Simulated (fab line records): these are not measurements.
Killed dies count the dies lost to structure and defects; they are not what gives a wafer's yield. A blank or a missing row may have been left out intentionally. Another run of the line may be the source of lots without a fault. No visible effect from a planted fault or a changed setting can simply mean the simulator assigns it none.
Lot-split experiment / flow sfqLine / 5 lots, 16 wafers read, on a route of 325 steps

THE SPLIT
At SFQ_TRILAYER_M6_LITHO_COAT_164 (resist thk 62 nm), the setting resistThkNm was moved away from the recipe's 62 nm on 5 of the 16 wafers read, by -2.9% to +4.0%. The other wafers ran this setting at the recipe's value.

FROM THE SPLIT TO THE READING: what the file shows between them, 3 steps
- SFQ_TRILAYER_M6_LITHO_COAT_159: resist thk 600 nm
- SFQ_TRILAYER_M6_LITHO_SOFTBAKE_163
- SFQ_TRILAYER_M6_LITHO_DEVELOP_161: time 60 s

THE READING
etch.depthNm (the simulator's own value, which no gauge read), in nm, at SFQ_TRILAYER_M6_BARC_OPEN_METAL_ETCH_206 (etches BARC in O2, target depth 125 nm, time 41.7 s). There is no usual value for it anywhere in the file. Here, 11 wafers ran the recipe; their average is 62.05 nm with a standard deviation of 0.2 nm.

wafer=L078.1; tool, chamber at the split=lithoTrack-01, 0; resistThkNm as run, nm=62; against the recipe=recipe; etch.depthNm, nm=62.15; against lot-mates on the recipe=-
wafer=L078.2; tool, chamber at the split=lithoTrack-01, 0; resistThkNm as run, nm=62; against the recipe=recipe; etch.depthNm, nm=62.37; against lot-mates on the recipe=-
wafer=L078.3; tool, chamber at the split=lithoTrack-01, 0; resistThkNm as run, nm=62; against the recipe=recipe; etch.depthNm, nm=62.16; against lot-mates on the recipe=-
wafer=L078.5; tool, chamber at the split=lithoTrack-01, 0; resistThkNm as run, nm=62; against the recipe=recipe; etch.depthNm, nm=62.38; against lot-mates on the recipe=-
wafer=L078.6; tool, chamber at the split=lithoTrack-01, 0; resistThkNm as run, nm=62; against the recipe=recipe; etch.depthNm, nm=62.1; against lot-mates on the recipe=-
wafer=L080.3; tool, chamber at the split=lithoTrack-02, 0; resistThkNm as run, nm=62; against the recipe=recipe; etch.depthNm, nm=61.84; against lot-mates on the recipe=-
wafer=L080.4; tool, chamber at the split=lithoTrack-02, 0; resistThkNm as run, nm=62; against the recipe=recipe; etch.depthNm, nm=61.94; against lot-mates on the recipe=-
wafer=L080.5; tool, chamber at the split=lithoTrack-02, 0; resistThkNm as run, nm=62; against the recipe=recipe; etch.depthNm, nm=61.85; against lot-mates on the recipe=-
wafer=L082.2; tool, chamber at the split=lithoTrack-01, 0; resistThkNm as run, nm=62; against the recipe=recipe; etch.depthNm, nm=61.77; against lot-mates on the recipe=-
wafer=L082.5; tool, chamber at the split=lithoTrack-01, 0; resistThkNm as run, nm=64.45; against the recipe=+4.0%; etch.depthNm, nm=64.36; against lot-mates on the recipe=+2.49
wafer=L082.6; tool, chamber at the split=lithoTrack-01, 0; resistThkNm as run, nm=62; against the recipe=recipe; etch.depthNm, nm=61.96; against lot-mates on the recipe=-
wafer=L083.4; tool, chamber at the split=lithoTrack-02, 0; resistThkNm as run, nm=60.19; against the recipe=-2.9%; etch.depthNm, nm=60.11; against lot-mates on the recipe=no lot-mate on the recipe
wafer=L083.6; tool, chamber at the split=lithoTrack-02, 0; resistThkNm as run, nm=60.19; against the recipe=-2.9%; etch.depthNm, nm=60.11; against lot-mates on the recipe=no lot-mate on the recipe
wafer=L084.1; tool, chamber at the split=lithoTrack-02, 0; resistThkNm as run, nm=62; against the recipe=recipe; etch.depthNm, nm=62.08; against lot-mates on the recipe=-
wafer=L084.2; tool, chamber at the split=lithoTrack-02, 0; resistThkNm as run, nm=63; against the recipe=+1.6%; etch.depthNm, nm=63.11; against lot-mates on the recipe=+1.03
wafer=L084.4; tool, chamber at the split=lithoTrack-02, 0; resistThkNm as run, nm=63; against the recipe=+1.6%; etch.depthNm, nm=63.15; against lot-mates on the recipe=+1.07

THE FIT
A straight line over all 16 wafers: etch.depthNm changes by +0.633 nm for each +1% of resistThkNm; r = +0.98; the points scatter about the line by 0.18 nm.
The same after taking each lot's own level away (the mean of its wafers on the recipe; 14 wafers): +0.635 nm for each +1%; r = +0.99; scatter 0.09 nm.
Per that fit: largest resistThkNm move, reading shift of 2.5 nm.
The span of the lots' own levels, 61.865 to 62.232 nm, comes to 1.9 times the standard deviation stated above.
Hence the lot-to-lot level has little effect on the slope; both slopes agree.
Check: with one of the wafers moved furthest among these (+4.0%) left out of the fit, the line predicts +2.57 nm for it against its lot-mates. It came out at +2.49 nm against them.

THE WHOLE CHAIN: every reading that the file lists as answering this split, in the file's order
step=SFQ_TRILAYER_M6_LITHO_COAT_164; what it does=resist thk 62 nm; reading=BARC_of_TRILAYER_M6_LITHO_COAT_164.thkNm (the simulator's own value, which no gauge read); change (the file's fit)=+0.61 nm for each +1% of the setting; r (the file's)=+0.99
step=SFQ_TRILAYER_M6_BARC_OPEN_METAL_ETCH_206; what it does=etches BARC in O2, target depth 125 nm, time 41.7 s; reading=etch.depthNm (the simulator's own value, which no gauge read); change (the file's fit)=+0.635 nm for each +1% of the setting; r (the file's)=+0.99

THE FILE'S OWN FIT
etch.depthNm changes by +0.635 nm for each +1% of resistThkNm, r = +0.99.
